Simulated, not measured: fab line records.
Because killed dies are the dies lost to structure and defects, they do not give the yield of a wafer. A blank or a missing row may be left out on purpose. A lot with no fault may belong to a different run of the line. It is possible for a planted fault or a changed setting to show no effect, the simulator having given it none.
A lot that was struck, set against a sound lot + flow sky130 + 24 out of 708 route steps
Sound: wafers L994.1, L994.3, L994.4. Struck: wafer L105.4 (L105.1, L105.6, from the same lot, were not struck and are left out); the cause is given at the end.
Order at every step that has rows: each side's tool, ch and its chambers, its first start. Under that, the readings that differ: sound wafers + struck wafers + difference of the means + sigmas: that difference in standard deviations of wafers without a fault.
alike: a reading whose means differ by less than 2 such deviations, as well as words and numbers matching on both sides. not compared: withheld readings; readings where some wafer has no value; bounds like >300 that might hide an equal value; numbers whose values overlap and for which the record gives no deviation.
A row with sigmas, a row that says differs or no value, or rows on one side alone: a step with any of these is where the two part. Numbers that don't overlap but have no deviation are shown without sigmas and don't part them. Lack of a reading on every wafer of one side parts them only where that side has two or more wafers.

SKY_VIA1_CMP_02: polishes SiO2.
  sound on cmp-02 ch 0,2,3, day 34 05:44; struck on cmp-01 ch 2, day 38 06:31
  alike: motor current A, retaining ring pressure frac
SKY_VIA1_BOW_MEAS_03:
  sound: film metro-03 at day 34 05:59; struck: film metro-02 at day 38 06:49
  alike: VIA1_BOW
then, 8 steps without rows for these wafers: SKY_VIA1_DEHYDRATE_04 (time 60 s); SKY_VIA1_HMDS_05 (prime time 60 s); SKY_VIA1_COAT_06 (resist thk 60 nm); SKY_VIA1_COAT_07 (resist thk 450 nm); SKY_VIA1_SOFTBAKE_08 (time 90 s); SKY_VIA1_EXPOSE_09 (exposes mask VIM, target cd 150 nm); SKY_VIA1_PEB_10; SKY_VIA1_DEVELOP_11 (develop time 60 s).
SKY_VIA1_CD_MEAS_12: the cd target is 150 nm.
  sound: cd sem-01 at day 35 08:58; struck: cd sem-01 at day 39 08:01
| reading    | sound             | struck | difference | sigmas |
|------------|-------------------|--------|------------|--------|
| cd nm (nm) | 150.1 147.9 148.2 | 152.4  | +3.7       | +2     |
SKY_VIA1_OVL_MEAS_13:
  sound: overlay-02 at day 35 09:05; struck: overlay-02 at day 39 08:08
  alike: VIA1_OVL
SKY_VIA1_ETCH_14: etches BARC in N2/H2, stops on SiO2, time 45.9 s, target depth 60 nm.
  sound on rie diel-04 ch 0,1,2, day 35 09:07; struck on rie diel-04 ch 2, day 39 08:10
| reading                                     | sound                | struck | difference | sigmas |
|---------------------------------------------|----------------------|--------|------------|--------|
| oes product au (a.u.)                       | 0.860 0.848 0.861    | 1.009  | +0.153     | +30    |
| rf hours counter h (h)                      | 15 8 2               | 18     | +10        |        |
| run length s (s)                            | 74.2 74.3 73.9       | 49.6   | -24.5      | -66    |
| throttle valve pct (%)                      | 13.220 13.227 13.229 | 13.273 | +0.048     | +5     |
| model.etch.depth nm (nm)                    | 60.13 59.94 60.28    | 36.87  | -23.25     |        |
| model.KrF-thick_of_VIA1_COAT_07.thk nm (nm) | 394.4 393.9 393.8    | 417.8  | +23.8      |        |
| model.VIA1.cd nm (nm)                       | 149.3 147.1 148.9    | 146.9  | -1.5       |        |
  alike: drypump motor current A
SKY_VIA1_ETCH_15: etches SiO2 in C4F8/O2/Ar, stops on TiN, target depth 351 nm, time 54 s.
  sound on rie diel-04 ch 0,1,2, day 35 09:10; struck on rie diel-04 ch 2, day 39 08:13
| reading                                     | sound             | struck | difference | sigmas |
|---------------------------------------------|-------------------|--------|------------|--------|
| oes product au (a.u.)                       | 0.983 0.991 0.994 | 0.376  | -0.613     | -97    |
| rf hours counter h (h)                      | 15 8 2            | 18     | +10        |        |
| model.KrF-thick_of_VIA1_COAT_07.thk nm (nm) | 323.4 323 323.4   | 347.2  | +23.9      |        |
  alike: run length s
SKY_VIA1_STRIP_16: strips in O2/N2.
  sound on plasma asher-02 ch 0,1, day 35 09:12; struck on plasma asher-03 ch 0, day 39 08:16
| reading                      | sound             | struck | difference | sigmas |
|------------------------------|-------------------|--------|------------|--------|
| strip time to endpoint s (s) | 4.472 4.451 4.465 | 4.719  | +0.256     | +10    |
  alike: drypump motor current A, oes product au
  not compared: rf hours counter h
then, 3 steps without rows for these wafers: SKY_VIA1_STRIP_17 (strips in post etch residue remover, time 1200 s); SKY_VIA1_CLEAN_18 (cleans in IPA, time 180 s); SKY_VIA1_CLEAN_19 (cleans in O3/DIW).
SKY_VIA1_SPUTTER_20: material TiN, target thk 20 nm, time 80 s.
  sound: pvd sputter-03 at day 35 09:47; struck: pvd sputter-04 at day 39 08:52
  alike: throttle valve pct
SKY_VIA1_CVD_21: deposits W, target thk 270 nm, time 80.902 s.
  sound on cvd w-02 ch 0,1, day 35 09:52; struck on cvd w-01 ch 0, day 39 08:55
  alike: heater power w, susceptor temp C
SKY_VIA1_CMP_24: polishes, stops on SiO2, t overpolish 15 s, target thk 0 nm.
  sound on cmp-02 ch 0,1,2, day 35 10:11; struck on cmp-01 ch 2, day 39 09:17
  alike: motor current A, retaining ring pressure frac
SKY_METAL2_SPUTTER_00: material Ti, target thk 15 nm, time 10 s.
  sound wafers here have rows in the record (pvd sputter-04, day 35 10:26); struck ones have none
SKY_METAL2_SPUTTER_01: material TiN, target thk 20 nm, time 16.7 s.
  sound wafers here have rows in the record (pvd sputter-04, day 35 10:27); struck ones have none
SKY_METAL2_SPUTTER_02: material AlCu, target thk 250 nm, time 13.3 s.
  sound wafers here have rows in the record (pvd sputter-04, day 35 10:29); struck ones have none

== WHERE THEY PART ==
At SKY_VIA1_CD_MEAS_12 first; at SKY_METAL2_SPUTTER_02 last (within this record only).

WHY: what had been put in by the simulator
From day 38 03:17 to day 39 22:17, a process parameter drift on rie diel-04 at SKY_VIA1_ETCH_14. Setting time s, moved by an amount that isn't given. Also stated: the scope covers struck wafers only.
